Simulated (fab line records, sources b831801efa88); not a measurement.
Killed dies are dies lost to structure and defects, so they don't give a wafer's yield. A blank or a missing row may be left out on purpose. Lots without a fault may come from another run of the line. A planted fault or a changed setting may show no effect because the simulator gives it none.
Which tool did it? | flow gf180mcu | 13 lots, 39 wafers sampled, at 3 steps of a route of 602

WHAT THE GAUGES READ, wafer by wafer
GF_V2_THK_MEAS_01.
lot  | measured     | on            | V2_CVD_00_THK (nm)
L378 | day 19 18:50 | film_metro-01 | 594 595 590
L379 | day 19 21:58 | film_metro-03 | 594 589 589
L380 | day 20 10:30 | film_metro-01 | 592 606 601
L381 | day 20 21:57 | film_metro-02 | 594 601 593
L382 | day 20 23:21 | film_metro-02 | 602 599 603
L383 | day 21 03:58 | film_metro-01 | 591 595 594
L385 | day 22 06:46 | film_metro-03 | 601 599 587
L386 | day 22 08:01 | film_metro-02 | 595 592 597
L389 | day 23 10:46 | film_metro-02 | 588 596 598
L393 | day 24 17:26 | film_metro-03 | 597 597 599
L394 | day 25 01:44 | film_metro-01 | 579 587 592
L395 | day 25 09:43 | film_metro-01 | 600 596 600
L397 | day 26 01:41 | film_metro-02 | 597 593 589

WHICH TOOL RAN EACH LOT (tool, then ch and the chambers of the sampled wafers, then the start)
lot  | GF_M1_SPUTTER_00             | GF_V1_CVD_02
L378 | pvd_sputter-04, day 16 15:44 | pecvd-04 ch 0,1, day 17 15:18
L379 | pvd_sputter-04, day 16 18:51 | pecvd-01 ch 1,2, day 17 19:05
L380 | pvd_sputter-02, day 17 05:38 | pecvd-02 ch 0,2, day 18 06:32
L381 | pvd_sputter-04, day 17 17:01 | pecvd-04 ch 0,1,2, day 18 17:40
L382 | pvd_sputter-02, day 17 17:56 | pecvd-02 ch 0,1, day 18 19:12
L383 | pvd_sputter-02, day 17 23:41 | pecvd-04 ch 1,2, day 19 00:33
L385 | pvd_sputter-02, day 19 03:17 | pecvd-02 ch 1,2, day 20 04:37
L386 | pvd_sputter-04, day 19 04:16 | pecvd-04 ch 0,1,2, day 20 05:52
L389 | pvd_sputter-04, day 20 07:52 | pecvd-01 ch 1,2, day 21 09:42
L393 | pvd_sputter-04, day 21 17:34 | pecvd-04 ch 0,2, day 22 17:29
L394 | pvd_sputter-04, day 22 02:01 | pecvd-04 ch 2, day 23 02:18
L395 | pvd_sputter-02, day 22 12:07 | pecvd-01 ch 0,1,2, day 23 11:50
L397 | pvd_sputter-02, day 23 05:08 | pecvd-02 ch 0,2, day 24 04:23
- GF_M1_SPUTTER_00: material Ti, target thk 37.5 nm, time 150 s.
- GF_V1_CVD_02: deposits SiO2 from TEOS, target thk 850 nm, time 94.851 s.

WHAT THE TOOLS THEMSELVES READ (means of the sampled wafers that have a number; where no wafer has one, the mark that the record gives instead)
GF_M1_SPUTTER_00.
lot  | tool           | cathode_dc_power_W (W) | chamber_pressure_pa (Pa) | throttle_valve_pct (%)
L378 | pvd_sputter-04 | 4000.6                 | 2.003                    | 29.1
L379 | pvd_sputter-04 | 4000.0                 | 2.002                    | 30.0
L380 | pvd_sputter-02 | 4000.1                 | 2.001                    | 30.7
L381 | pvd_sputter-04 | 4000.5                 | 2.005                    | 29.2
L382 | pvd_sputter-02 | 3999.5                 | 1.999                    | 30.6
L383 | pvd_sputter-02 | 4000.3                 | 2.000                    | 30.7
L385 | pvd_sputter-02 | 4000.5                 | 2.000                    | 30.6
L386 | pvd_sputter-04 | 3998.6                 | 2.002                    | 29.0
L389 | pvd_sputter-04 | 3999.7                 | 1.998                    | 29.1
L393 | pvd_sputter-04 | 4000.0                 | 2.081                    | 28.5
L394 | pvd_sputter-04 | 4000.0                 | 2.080                    | 29.8
L395 | pvd_sputter-02 | 3999.8                 | 1.999                    | 31.1
L397 | pvd_sputter-02 | 4000.8                 | 2.003                    | 30.0

GF_V1_CVD_02.
lot  | tool     | heater_power_w (W)
L378 | pecvd-04 | 598
L379 | pecvd-01 | 756
L380 | pecvd-02 | 574
L381 | pecvd-04 | 665
L382 | pecvd-02 | 707
L383 | pecvd-04 | 639
L385 | pecvd-02 | 631
L386 | pecvd-04 | 737
L389 | pecvd-01 | 705
L393 | pecvd-04 | 737
L394 | pecvd-04 | 807
L395 | pecvd-01 | 686
L397 | pecvd-02 | 640

THE ANSWER, worked out from the rows above alone
Rule: what is usual is taken from the lots themselves. Put in order of their means at a reading, lots are off if they are a third of the lots or fewer, leave a main group of 4 or more, and stand apart from it by a gap of 3 or more times the standard deviation of the main group's means; of several such gaps the widest counts. A main group whose means are all the same, to the digits that the tables above print for the reading, isn't used. A lot without any number at a reading at which 4 lots or more have one is off too. The other lots that the step has rows for count as sound. The gauges are gone through in route order, then the tools' own readings, and for those a lot's mean is taken as printed above. The first step at which some lot is off is used, and at that step the reading that is off furthest; a lot without a number counts as furthest.
Off: L393, L394, at GF_M1_SPUTTER_00 (chamber_pressure_pa). The main group: mean 2.001 Pa, standard deviation 0.002.
A tool fits if, at that step or a process step before it, it ran every lot that is off, and no sound lot after the first of them. One fits: pvd_sputter-04 at GF_M1_SPUTTER_00. Its last sound lot is L389 (day 20 07:52), its first lot that is off L393 (day 21 17:34): a fault that began between those two fits.
The tool's own readings at GF_M1_SPUTTER_00 bear it out: on the lots that are off they differ by more than 5 times the standard deviation of the sound lots' means. chamber_pressure_pa reads 2.080 Pa there against 2.001 Pa on the sound lots.

WHAT THE SIMULATOR HAD PUT IN
Process parameter drift: pvd_sputter-04, from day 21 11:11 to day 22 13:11, at GF_M1_SPUTTER_00. Setting chamber_pressure_pa, moved by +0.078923, from 2. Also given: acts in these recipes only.
Lots struck among those shown: L393, L394. The rule above found the same.
